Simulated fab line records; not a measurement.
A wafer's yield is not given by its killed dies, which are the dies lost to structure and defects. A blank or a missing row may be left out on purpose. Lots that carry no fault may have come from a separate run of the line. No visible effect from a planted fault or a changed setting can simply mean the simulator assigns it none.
Which of the tools did it? ; flow sky130 ; 12 lots, 36 wafers sampled, at 2 steps of a route of 708

== WHAT THE GAUGES SHOWED, per wafer ==
SKY_CAP2M_OVL_MEAS_12. Usual: CAP2M_OVL typically reads -1.0 nm, with standard deviation 1.1.
lot;measured;on;CAP2M_OVL (nm);flag
L656;day 40 17:53;overlay-01;-0.2 -2.5 1.0;
L658;day 41 08:34;overlay-02;0.1 -0.2 0.8;
L659;day 41 17:52;overlay-01;0.5 -0.1 -1.6;
L660;day 41 21:05;overlay-02;-1.6 -0.2 -0.4;
L662;day 42 17:42;overlay-01;-1.3 -1.6 -0.1;
L672;day 45 09:35;overlay-02;-1.4 0.2 -2.5;
L671;day 45 15:49;overlay-01;-1.3 -1.4 -1.8;
L674;day 46 16:17;overlay-02;1.3 0.0 0.0;
L675;day 46 16:35;overlay-02;-1.6 -2.6 -1.6;
L677;day 46 17:30;overlay-01;-2.9 -1.1 -0.4;
L676;day 46 19:29;overlay-01;-1.6 -0.8 -4.0;
L679;day 47 14:18;overlay-02;-0.5 -0.2 -0.4;

== EACH LOT AND THE TOOL THAT RAN IT (in order: tool; ch and the chambers of the sampled wafers; start) ==
lot;SKY_VIA3_ETCH_15
L656;rie diel-03 ch 1,2, day 39 15:16
L658;rie diel-03 ch 1,2,3, day 40 07:28
L659;rie diel-02 ch 0,1,2, day 40 16:13
L660;rie diel-03 ch 1,2,3, day 40 18:44
L662;rie diel-03 ch 0,2,3, day 41 16:28
L672;rie diel-03 ch 0,1,3, day 44 10:59
L671;rie diel-01 ch 0,2,3, day 44 16:51
L674;rie diel-01 ch 1,2, day 45 17:35
L675;rie diel-03 ch 0,3, day 45 17:56
L677;rie diel-03 ch 0,1,3, day 45 19:14
L676;rie diel-01 ch 1,2,3, day 45 21:20
L679;rie diel-03 ch 0,1,2, day 46 16:36
- SKY_VIA3_ETCH_15: etches SiO2 in C4F8/O2/Ar, stops on TiN, target depth 507 nm, time 78 s.

== AS READ BY THE TOOLS THEMSELVES (means over the sampled wafers that have a number; for cases with no such wafer, the mark the record gives instead) ==
SKY_VIA3_ETCH_15. Usual: chamber pressure mTorr 40.00 mTorr, standard deviation 0.034; oes product au 0.946 a.u., standard deviation 0.0048.
lot;tool;chamber pressure mTorr (mTorr);oes product au (a.u.);flag
L656;rie diel-03;40.02;0.944;
L658;rie diel-03;40.02;0.948;
L659;rie diel-02;40.02;0.945;
L660;rie diel-03;40.01;0.944;
L662;rie diel-03;40.01;0.950;
L672;rie diel-03;39.99;0.943;
L671;rie diel-01;40.04;0.949;
L674;rie diel-01;39.99;0.946;
L675;rie diel-03;40.02;0.947;
L677;rie diel-03;39.98;0.944;
L676;rie diel-01;39.99;0.944;
L679;rie diel-03;39.99;0.947;

== THE ANSWER, worked out from the rows above alone ==
Rule: take the mean of a lot's wafers that have a number; if it is more than 3 standard deviations from the usual mean, the lot is off. A lot without any number at a reading at which 4 lots or more have one is off too. Any other lot the step has rows for is counted as sound. After the gauges, taken in route order, come the tools' own readings; for these a lot's mean is taken, as printed above. At the first step where some lot is off, the reading lying furthest off is the one used; lots without a number count as furthest.
No lot is off on any of the readings shown, so nothing can be concluded from this.

== WHAT THE SIMULATOR PUT IN ==
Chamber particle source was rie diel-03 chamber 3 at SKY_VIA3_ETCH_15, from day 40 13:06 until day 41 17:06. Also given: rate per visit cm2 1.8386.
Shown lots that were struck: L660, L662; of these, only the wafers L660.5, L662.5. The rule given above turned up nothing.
